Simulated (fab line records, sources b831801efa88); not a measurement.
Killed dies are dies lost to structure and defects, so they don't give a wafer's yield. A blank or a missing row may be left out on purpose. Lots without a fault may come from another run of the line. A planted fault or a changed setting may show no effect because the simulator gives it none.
A struck lot beside a sound one | flow sky130 | 18 steps out of a route of 708
Sound: wafers L601.1, L601.5, L601.6. Struck: wafers L607.2, L607.4, L607.6. The cause comes at the end.
At each step with rows: each side's tool, then ch and its chambers, then its first start. Under that, the readings that differ: sound wafers | struck wafers | difference of the means | sigmas: that difference in standard deviations of wafers without a fault.
alike: readings whose means differ by less than 2 such deviations, and words and numbers that are the same on both sides. not compared: withheld readings, readings that some wafer has no value for, bounds like >300 that may hide the same value, and numbers for which the record gives no deviation and whose values overlap.
The two part at a step that has a row with sigmas, a row that says differs or no value, or rows on one side only. Numbers that don't overlap but have no deviation are shown without sigmas and don't part them. A reading that every wafer of one side lacks parts them only if that side has two wafers or more.

first, 1 step without rows for these wafers: SKY_VT_ADJUST_PCH_IMPLANT_08.
SKY_VT_ADJUST_PCH_STRIP_09: strips in O2/N2.
  sound on plasma_asher-03 ch 0,1, day 10 03:16; struck on plasma_asher-01 ch 0,1, day 12 07:21
  alike: drypump_motor_current_A, oes_product_au, strip_time_to_endpoint_s
  not compared: rf_hours_counter_h
SKY_VT_ADJUST_PCH_TW_MEAS_10:
  sound on film_metro-01, day 10 03:22; struck on film_metro-04, day 12 07:28
  alike: VT_ADJUST_PCH_TW
then, 7 steps without rows for these wafers: SKY_SONOS_TUNNEL_DEHYDRATE_00 (time 60 s); SKY_SONOS_TUNNEL_HMDS_01 (prime time 60 s); SKY_SONOS_TUNNEL_COAT_02 (resist thk 1140 nm); SKY_SONOS_TUNNEL_SOFTBAKE_03 (time 60 s); SKY_SONOS_TUNNEL_EXPOSE_04 (exposes mask TUNM, target cd 410 nm); SKY_SONOS_TUNNEL_PEB_05; SKY_SONOS_TUNNEL_DEVELOP_06 (develop time 60 s).
SKY_SONOS_TUNNEL_CD_MEAS_07: target cd 410 nm.
  sound on cd_sem-01, day 11 02:16; struck on cd_sem-02, day 13 09:05
  alike: cd_nm
SKY_SONOS_TUNNEL_OVL_MEAS_08:
  sound on overlay-02, day 11 02:23; struck on overlay-01, day 13 09:11
  alike: SONOS_TUNNEL_OVL
SKY_SONOS_TUNNEL_IMPLANT_09:
  sound on implanter-02 ch 0, day 11 02:25; struck on implanter-02 ch 0, day 13 09:14
  reading                   | sound             | struck            | difference | sigmas
  implant_ion_amu           | 11 11 11          | 49 49 49          | +38        |
  model.implant.rp_nm (nm)  | 65.4 65.4 65.4    | 17.49 17.49 17.49 | -47.91     |
  model.implant.drp_nm (nm) | 28.34 28.34 28.34 | 9.752 9.752 9.752 | -18.588    |
then, 2 steps without rows for these wafers: SKY_SONOS_TUNNEL_WET_ETCH_10 (etches SiO2 in dHF, target depth 14 nm, time 280 s); SKY_SONOS_TUNNEL_STRIP_11 (strips in SPM, time 600 s).
SKY_SONOS_TUNNEL_TW_MEAS_12:
  sound on film_metro-04, day 11 02:50; struck on film_metro-03, day 13 09:39
  reading         | sound             | struck            | difference | sigmas
  SONOS_TUNNEL_TW | 195.9 196.1 196.8 | 295.1 295.2 296.4 | +99.3      | +76
then, 1 step without rows for these wafers: SKY_SONOS_TUNNEL_CLEAN_13 (cleans in dHF, time 20 s).
-- the record jumps here: 34 days lie between the struck wafers' starts before and after (it left off in module SONOS_TUNNEL and takes up again in module PAD_OPEN, whose first step shown is number 708 of the route) --
SKY_PAD_OPEN_PROBE_99:
  sound on prober-02, day 45 14:08; struck on prober-02, day 47 06:53
  reading                                     | sound                | struck               | difference | sigmas
  killed_at_contacts                          | 20 23 22             | 37 34 31             | +12        | +2
  model.etest.sonos_programmed.off_log10_a_um | -13.81 -13.96 -13.95 | -12.58 -12.61 -12.18 | +1.45      |
  alike: killed_at_M0_to_M3, killed_at_M4_up, killed_at_front_end, killed_at_other, killed_dies, killed_open, killed_short

WHERE THEY PART
First at SKY_SONOS_TUNNEL_TW_MEAS_12; last, within this record, at SKY_PAD_OPEN_PROBE_99.

WHY: what the simulator had put in
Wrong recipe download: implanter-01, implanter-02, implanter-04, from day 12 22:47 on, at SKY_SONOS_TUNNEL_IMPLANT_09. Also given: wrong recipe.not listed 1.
